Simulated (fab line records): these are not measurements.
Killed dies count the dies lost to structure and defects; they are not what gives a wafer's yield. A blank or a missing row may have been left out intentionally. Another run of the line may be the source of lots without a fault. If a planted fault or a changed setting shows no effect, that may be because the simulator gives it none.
fab line records | flow gf180mcu
record: lots: 15 | wafers: 45 | last-day: 34
route steps=602 shown MVPSD@82 NSD@247 SAB@274 SALICIDE@282
lots untouched by any fault: they come from a run of this same line in which no faults occurred
start-h: the number of hours between the record's first day and the start of the first shown wafer of the lot | wait-h: hours elapsed since this lot's preceding step | " the same as in the row above | L1.1+2: a row that stands for several wafers | - no value, or no start given | * or withheld: withheld | < > ~ a bound
route shown NAME@n: a module of which the file shows steps, and the number in the route of the first | usual: mean and standard deviation over wafers with no fault | same: alike in all rows | chamber/n: place in a boat | sites: the reading at each site | _std_site: the standard deviation of these | _edge_site: mean of outer sites minus mean of inner sites | radius-mm: how far each site lies from the wafer's centre | mask NAME#n: copy n | behind: the tool/chamber that last shaped the wafer | hold: reason for holding the lot/hours on hold/outcome of the hold | device: the transistor (n, p or np) that didn't switch | end of line: the tests these same wafers got at the end of their route | a step with no rows: only its recipe | killed: not the wafer's yield, but the dies lost to structure and defects at the first sort | map: a wafer's dies, x killed, . not, _ none there
set.NAME: the setting as run; set.NAME@STEP: as run at that earlier step | model.NAME: the simulator's own value behind a step, which no gauge read
one table for each step of the route and one row for each wafer, over a sample of lots
services: a tool's chamber out of use, with start hour (start-h, from the record's first day; less than 0 if before it), hours out, and reason
== steps ==
step: GF_MVPSD_EXPOSE_04
recipe: mask-id: MVPSD | target-cd-nm: 1000 | na: 0.6 | source-shape: conventional | sigma-outer: 0.6 | dose-mj: 260
usual: exposure-dose-mJ-cm2: 260.03/0.25 | focus-offset-nm: 0.0/0.55 | sigma-outer: 0.6/0
lot.wafer | tool             | chamber | start-h | wait-h | mask    | exposure-dose-mJ-cm2 | focus-offset-nm | sigma-outer
L173.1    | iline-stepper-01 | 0       | 91.19   | -      | MVPSD#0 | 259.83               | 0.7             | 0.6
L173.4    | "                | 0       | "       | "      | MVPSD#0 | 260.04               | 1.2             | 0.6
L173.5    | "                | 0       | "       | "      | MVPSD#0 | 259.43               | -0.4            | 0.6
L174.1    | iline-stepper-01 | 0       | 94.54   | -      | MVPSD#0 | 260.24               | -0.4            | 0.6
L174.2    | "                | 0       | "       | "      | MVPSD#0 | 260.12               | -0.5            | 0.6
L174.3    | "                | 0       | "       | "      | MVPSD#0 | 259.62               | -0.5            | 0.6
L177.1    | iline-stepper-02 | 0       | 114.12  | -      | MVPSD#0 | 259.78               | 0.7             | 0.6
L177.3    | "                | 0       | "       | "      | MVPSD#0 | 259.43               | -0.5            | 0.6
L177.5    | "                | 0       | "       | "      | MVPSD#0 | 259.92               | 1.3             | 0.6
L181.3    | iline-stepper-01 | -       | 139.10  | -      | MVPSD#0 | -                    | -               | -
L181.4    | "                | -       | "       | "      | MVPSD#0 | -                    | -               | -
L181.5    | "                | -       | "       | "      | MVPSD#0 | -                    | -               | -
L182.3    | iline-stepper-02 | -       | 142.05  | -      | MVPSD#0 | -                    | -               | -
L182.4    | "                | -       | "       | "      | MVPSD#0 | -                    | -               | -
L182.6    | "                | -       | "       | "      | MVPSD#0 | -                    | -               | -
L183.1    | iline-stepper-01 | -       | 150.96  | -      | MVPSD#0 | -                    | -               | -
L183.4    | "                | -       | "       | "      | MVPSD#0 | -                    | -               | -
L183.5    | "                | -       | "       | "      | MVPSD#0 | -                    | -               | -
L184.2    | iline-stepper-01 | 0       | 157.72  | -      | MVPSD#0 | 260.23               | 0.3             | 0.6
L184.5    | "                | 0       | "       | "      | MVPSD#0 | 259.83               | 1.0             | 0.6
L184.6    | "                | 0       | "       | "      | MVPSD#0 | 260.05               | 0.0             | 0.6
L186.1    | iline-stepper-02 | 0       | 167.76  | -      | MVPSD#0 | 260.08               | 0.4             | 0.6
L186.5    | "                | 0       | "       | "      | MVPSD#0 | 259.96               | 0.1             | 0.6
L186.6    | "                | 0       | "       | "      | MVPSD#0 | 259.75               | 0.3             | 0.6
L188.1    | iline-stepper-01 | 0       | 179.60  | -      | MVPSD#0 | 259.91               | 0.2             | 0.6
L188.2    | "                | 0       | "       | "      | MVPSD#0 | 260.20               | 0.5             | 0.6
L188.3    | "                | 0       | "       | "      | MVPSD#0 | 260.23               | 0.2             | 0.6
L189.1    | iline-stepper-02 | 0       | 184.32  | -      | MVPSD#0 | 260.10               | 0.6             | 0.6
L189.4    | "                | 0       | "       | "      | MVPSD#0 | 260.26               | 1.2             | 0.6
L189.6    | "                | 0       | "       | "      | MVPSD#0 | 260.16               | 0.3             | 0.6
L190.2    | iline-stepper-01 | 0       | 190.85  | -      | MVPSD#0 | 259.91               | -0.3            | 0.6
L190.3    | "                | 0       | "       | "      | MVPSD#0 | 260.18               | -0.1            | 0.6
L190.6    | "                | 0       | "       | "      | MVPSD#0 | 260.20               | 1.1             | 0.6
L192.1    | iline-stepper-01 | 0       | 202.92  | -      | MVPSD#0 | 259.97               | -0.8            | 0.6
L192.2    | "                | 0       | "       | "      | MVPSD#0 | 259.89               | -0.9            | 0.6
L192.5    | "                | 0       | "       | "      | MVPSD#0 | 259.85               | -0.8            | 0.6
L193.2    | iline-stepper-02 | 0       | 209.65  | -      | MVPSD#0 | 260.43               | -0.5            | 0.6
L193.3    | "                | 0       | "       | "      | MVPSD#0 | 260.50               | 0.3             | 0.6
L193.4    | "                | 0       | "       | "      | MVPSD#0 | 260.13               | -1.1            | 0.6
L194.1    | iline-stepper-02 | 0       | 215.04  | -      | MVPSD#0 | 259.69               | 0.9             | 0.6
L194.5    | "                | 0       | "       | "      | MVPSD#0 | 259.80               | 0.0             | 0.6
L194.6    | "                | 0       | "       | "      | MVPSD#0 | 259.76               | 0.5             | 0.6
L195.3    | iline-stepper-02 | 0       | 222.88  | -      | MVPSD#0 | 259.78               | 0.6             | 0.6
L195.5    | "                | 0       | "       | "      | MVPSD#0 | 259.90               | 0.4             | 0.6
L195.6    | "                | 0       | "       | "      | MVPSD#0 | 259.56               | 0.4             | 0.6
step: GF_NSD_TW_MEAS_12
usual: NSD_TW: 4290/24
lot.wafer | tool          | chamber | start-h | wait-h | NSD_TW
L173.1    | film-metro-01 | -       | 299.81  | 0.1    | 4346
L173.4    | "             | -       | "       | "      | 4307
L173.5    | "             | -       | "       | "      | 4307
L174.1    | film-metro-02 | -       | 303.59  | 0.1    | 4244
L174.2    | "             | -       | "       | "      | 4275
L174.3    | "             | -       | "       | "      | 4247
L177.1    | film-metro-01 | -       | 331.19  | 0.1    | 4296
L177.3    | "             | -       | "       | "      | 4295
L177.5    | "             | -       | "       | "      | 4295
L181.3    | film-metro-04 | -       | 369.13  | 0.1    | 4306
L181.4    | "             | -       | "       | "      | 4285
L181.5    | "             | -       | "       | "      | 4289
L182.3    | film-metro-01 | -       | 375.11  | 0.1    | 4292
L182.4    | "             | -       | "       | "      | 4277
L182.6    | "             | -       | "       | "      | 4291
L183.1    | film-metro-01 | -       | 383.44  | 0.1    | 4275
L183.4    | "             | -       | "       | "      | 4282
L183.5    | "             | -       | "       | "      | 4278
L184.2    | film-metro-04 | -       | 392.65  | 0.1    | 4318
L184.5    | "             | -       | "       | "      | 4301
L184.6    | "             | -       | "       | "      | 4315
L186.1    | film-metro-01 | -       | 408.49  | 0.1    | 4318
L186.5    | "             | -       | "       | "      | 4313
L186.6    | "             | -       | "       | "      | 4302
L188.1    | film-metro-04 | -       | 421.04  | 0.1    | 4319
L188.2    | "             | -       | "       | "      | 4307
L188.3    | "             | -       | "       | "      | 4289
L189.1    | film-metro-01 | -       | 431.24  | 0.1    | 4309
L189.4    | "             | -       | "       | "      | 4294
L189.6    | "             | -       | "       | "      | 4282
L190.2    | film-metro-04 | -       | 440.65  | 0.1    | 4270
L190.3    | "             | -       | "       | "      | 4265
L190.6    | "             | -       | "       | "      | 4247
L192.1    | film-metro-04 | -       | 458.84  | 0.1    | 4334
L192.2    | "             | -       | "       | "      | 4318
L192.5    | "             | -       | "       | "      | 4348
L193.2    | film-metro-01 | -       | 467.75  | 0.1    | 4307
L193.3    | "             | -       | "       | "      | 4319
L193.4    | "             | -       | "       | "      | 4307
L194.1    | film-metro-02 | -       | 479.46  | 0.1    | 4264
L194.5    | "             | -       | "       | "      | 4288
L194.6    | "             | -       | "       | "      | 4267
L195.3    | film-metro-01 | -       | 482.56  | 0.1    | 4297
L195.5    | "             | -       | "       | "      | 4296
L195.6    | "             | -       | "       | "      | 4280
step: GF_SAB_OVL_MEAS_10
usual: SAB_OVL: 1.5/1.3
lot.wafer | tool       | chamber | start-h | wait-h | SAB_OVL[nm]
L173.1    | overlay-01 | -       | 342.86  | 0.1    | 1.9
L173.4    | "          | -       | "       | "      | 1.6
L173.5    | "          | -       | "       | "      | 0.8
L174.1    | overlay-01 | -       | 347.10  | 0.1    | 2.0
L174.2    | "          | -       | "       | "      | 2.0
L174.3    | "          | -       | "       | "      | 1.8
L177.1    | overlay-02 | -       | 375.91  | 0.1    | 0.5
L177.3    | "          | -       | "       | "      | 1.8
L177.5    | "          | -       | "       | "      | 2.2
L181.3    | overlay-01 | -       | 415.16  | 0.1    | -0.1
L181.4    | "          | -       | "       | "      | 0.5
L181.5    | "          | -       | "       | "      | -0.7
L182.3    | overlay-02 | -       | 421.47  | 0.1    | 2.0
L182.4    | "          | -       | "       | "      | 2.9
L182.6    | "          | -       | "       | "      | 3.2
L183.1    | overlay-02 | -       | 431.15  | 0.1    | 2.0
L183.4    | "          | -       | "       | "      | 2.6
L183.5    | "          | -       | "       | "      | 3.9
L184.2    | overlay-02 | -       | 441.18  | 0.1    | 0.0
L184.5    | "          | -       | "       | "      | -0.6
L184.6    | "          | -       | "       | "      | -0.1
L186.1    | overlay-01 | -       | 458.02  | 0.1    | 3.6
L186.5    | "          | -       | "       | "      | 2.6
L186.6    | "          | -       | "       | "      | 2.7
L188.1    | overlay-01 | -       | 471.22  | 0.1    | 2.2
L188.2    | "          | -       | "       | "      | 2.2
L188.3    | "          | -       | "       | "      | 1.4
L189.1    | overlay-02 | -       | 481.17  | 0.1    | 1.3
L189.4    | "          | -       | "       | "      | 2.8
L189.6    | "          | -       | "       | "      | 2.5
L190.2    | overlay-01 | -       | 489.78  | 0.1    | 0.3
L190.3    | "          | -       | "       | "      | 1.6
L190.6    | "          | -       | "       | "      | 1.9
L192.1    | overlay-01 | -       | 507.50  | 0.1    | 1.6
L192.2    | "          | -       | "       | "      | 2.2
L192.5    | "          | -       | "       | "      | 1.6
L193.2    | overlay-02 | -       | 516.46  | 0.1    | 3.4
L193.3    | "          | -       | "       | "      | 3.9
L193.4    | "          | -       | "       | "      | 2.9
L194.1    | overlay-02 | -       | 527.37  | 0.1    | 0.9
L194.5    | "          | -       | "       | "      | -1.5
L194.6    | "          | -       | "       | "      | -0.3
L195.3    | overlay-02 | -       | 529.71  | 0.1    | 2.3
L195.5    | "          | -       | "       | "      | 1.0
L195.6    | "          | -       | "       | "      | 2.7
step: GF_SALICIDE_RS_MEAS_04
recipe: thk-meas-gauge: four-point-probe | reads: TiN_of_SALICIDE_SPUTTER_03+Co_of_SALICIDE_SPUTTER_02
usual: SALICIDE_TIN_RS: 17.2/0.31
lot.wafer | tool          | chamber | start-h | wait-h | SALICIDE_TIN_RS[ohm/sq]
L173.1    | film-metro-03 | -       | 343.30  | 0.0    | 17.6
L173.4    | "             | -       | "       | "      | 17.0
L173.5    | "             | -       | "       | "      | 17.1
L174.1    | film-metro-04 | -       | 347.53  | 0.0    | 17.6
L174.2    | "             | -       | "       | "      | 17.1
L174.3    | "             | -       | "       | "      | 17.3
L177.1    | film-metro-03 | -       | 376.33  | 0.0    | 17.4
L177.3    | "             | -       | "       | "      | 17.3
L177.5    | "             | -       | "       | "      | 17.1
L181.3    | film-metro-03 | -       | 415.62  | 0.1    | 16.8
L181.4    | "             | -       | "       | "      | 16.7
L181.5    | "             | -       | "       | "      | 16.8
L182.3    | film-metro-03 | -       | 421.93  | 0.1    | 17.7
L182.4    | "             | -       | "       | "      | 17.4
L182.6    | "             | -       | "       | "      | 16.9
L183.1    | film-metro-01 | -       | 431.59  | 0.0    | 17.1
L183.4    | "             | -       | "       | "      | 17.3
L183.5    | "             | -       | "       | "      | 17.2
L184.2    | film-metro-01 | -       | 441.65  | 0.0    | 17.5
L184.5    | "             | -       | "       | "      | 17.6
L184.6    | "             | -       | "       | "      | 17.8
L186.1    | film-metro-01 | -       | 458.45  | 0.0    | 17.6
L186.5    | "             | -       | "       | "      | 17.7
L186.6    | "             | -       | "       | "      | 17.4
L188.1    | film-metro-03 | -       | 471.66  | 0.0    | 16.6
L188.2    | "             | -       | "       | "      | 17.5
L188.3    | "             | -       | "       | "      | 16.8
L189.1    | film-metro-03 | -       | 481.60  | 0.0    | 17.4
L189.4    | "             | -       | "       | "      | 17.6
L189.6    | "             | -       | "       | "      | 17.1
L190.2    | film-metro-01 | -       | 490.23  | 0.0    | 17.0
L190.3    | "             | -       | "       | "      | 17.2
L190.6    | "             | -       | "       | "      | 16.6
L192.1    | film-metro-03 | -       | 507.93  | 0.0    | 17.5
L192.2    | "             | -       | "       | "      | 16.8
L192.5    | "             | -       | "       | "      | 17.3
L193.2    | film-metro-01 | -       | 516.96  | 0.0    | 17.0
L193.3    | "             | -       | "       | "      | 16.8
L193.4    | "             | -       | "       | "      | 17.4
L194.1    | film-metro-04 | -       | 527.80  | 0.0    | 17.6
L194.5    | "             | -       | "       | "      | 17.7
L194.6    | "             | -       | "       | "      | 17.9
L195.3    | film-metro-01 | -       | 530.17  | 0.1    | 16.9
L195.5    | "             | -       | "       | "      | 17.5
L195.6    | "             | -       | "       | "      | 17.3
== services ==
tool             | chamber | start-h | hours | kind
iline-stepper-02 | -       | 91.11   | 1.7   | pm
iline-stepper-02 | -       | 156.96  | 4.0   | repair
iline-stepper-01 | -       | 205.07  | 1.7   | pm
== key ==
first-sign: step: GF_MVPSD_EXPOSE_04 | reading: tool-record | direction: missing
effect none on later readings
met-at GF_MVPSD_EXPOSE_04
struck-lots L181,L182,L183
sort-left-out L181.3,L181.4,L181.5,L182.3,L182.4,L182.6,L183.1,L183.4,L183.5
tester-left-out L181,L182,L183
not-acting-at GF_NSD_TW_MEAS_12,GF_SAB_OVL_MEAS_10,GF_SALICIDE_RS_MEAS_04
onset-between 114.12 139.10
fault: kind: skipped-step-whole | tool: iline-stepper-01,iline-stepper-02 | chamber: - | onset-h: 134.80 | steps: GF_MVPSD_EXPOSE_04 | scope: struck-lots-only
tester-left-out: of these lots the tester's yield and bins aren't shown, on N5 and GAA mostly nor the transistor test; their killed dies are dies lost to structure and defects alone, not to doping, threshold or leakage, so they don't give the yield
sort-left-out: the simulated sort isn't trusted on such a fault, so these wafers' sort isn't shown, and their yield isn't known
